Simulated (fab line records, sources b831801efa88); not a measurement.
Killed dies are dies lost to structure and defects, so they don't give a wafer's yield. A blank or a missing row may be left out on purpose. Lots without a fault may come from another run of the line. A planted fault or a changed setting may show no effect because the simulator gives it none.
Chamber matching | flow sky130 | SKY_CONTACT_CVD_00 on pecvd-01: 3 sister chambers
The step deposits Si3N4, target thk 75 nm. 20 wafers are shown with their chamber, then 10 later ones without.

WAFERS WITH THEIR CHAMBER
wafer  | chamber | heater_power_w (W) | heater_power_outer_w (W)
L074.2 | 1       | 837                | 496
L074.4 | 0       | 784                | 465
L074.6 | 1       | 839                | 481
L077.2 | 2       | 968                | 535
L077.4 | 0       | 874                | 548
L077.6 | 2       | 971                | 524
L080.1 | 1       | 919                | 557
L080.2 | 2       | 924                | 511
L080.5 | 2       | 940                | 507
L082.1 | 0       | 852                | 542
L082.4 | 1       | 809                | 489
L082.6 | 2       | 1016               | 547
L085.2 | 2       | 995                | 557
L085.5 | 1       | 807                | 473
L085.6 | 2       | 962                | 560
L086.2 | 2       | 1022               | 572
L086.4 | 1       | 920                | 575
L086.6 | 2       | 1039               | 572
L087.2 | 2       | 993                | 561
L087.4 | 2       | 991                | 565

SIGNATURES (means of the wafers above)
reading              | chamber 0 | chamber 1 | chamber 2 | scatter within a chamber
heater_power_w       | 836.67    | 855.17    | 983.73    | 41.9
heater_power_outer_w | 518.33    | 511.83    | 546.45    | 33.6
Rule: a wafer's distance from a chamber is the root of the sum, over the readings, of the square of ((its reading less the chamber's mean) divided by the reading's scatter). The wafer belongs to the nearest chamber; if the next one is less than 2 further off, it can't be placed. The scatter: the root of (the sum of the squares of (reading less its chamber's mean) over the shown wafers, divided by (wafers less chambers)).

WAFERS WITHOUT THEIR CHAMBER
wafer  | heater_power_w (W) | heater_power_outer_w (W)
L087.5 | 993                | 557
L090.1 | 1002               | 575
L090.4 | 805                | 525
L090.6 | 1005               | 582
L094.1 | 945                | 546
L094.4 | 965                | 536
L094.6 | 907                | 546
L097.2 | 839                | 496
L097.4 | 963                | 548
L097.6 | 837                | 505

WHICH CHAMBER EACH WENT THROUGH
wafer  | from the rows above          | in truth
L087.5 | 2                            | 2
L090.1 | 2                            | 2
L090.4 | can't be placed: 0 or 1      | 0
L090.6 | 2                            | 2
L094.1 | can't be placed: 2 or 1 or 0 | 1
L094.4 | 2                            | 2
L094.6 | can't be placed: 1 or 2 or 0 | 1
L097.2 | can't be placed: 1 or 0      | 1
L097.4 | 2                            | 2
L097.6 | can't be placed: 0 or 1      | 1
Placed correctly: 5 of 10. Can't be placed from these rows: 5 (the true chamber is among the candidates in 5). Placed wrongly: 0.
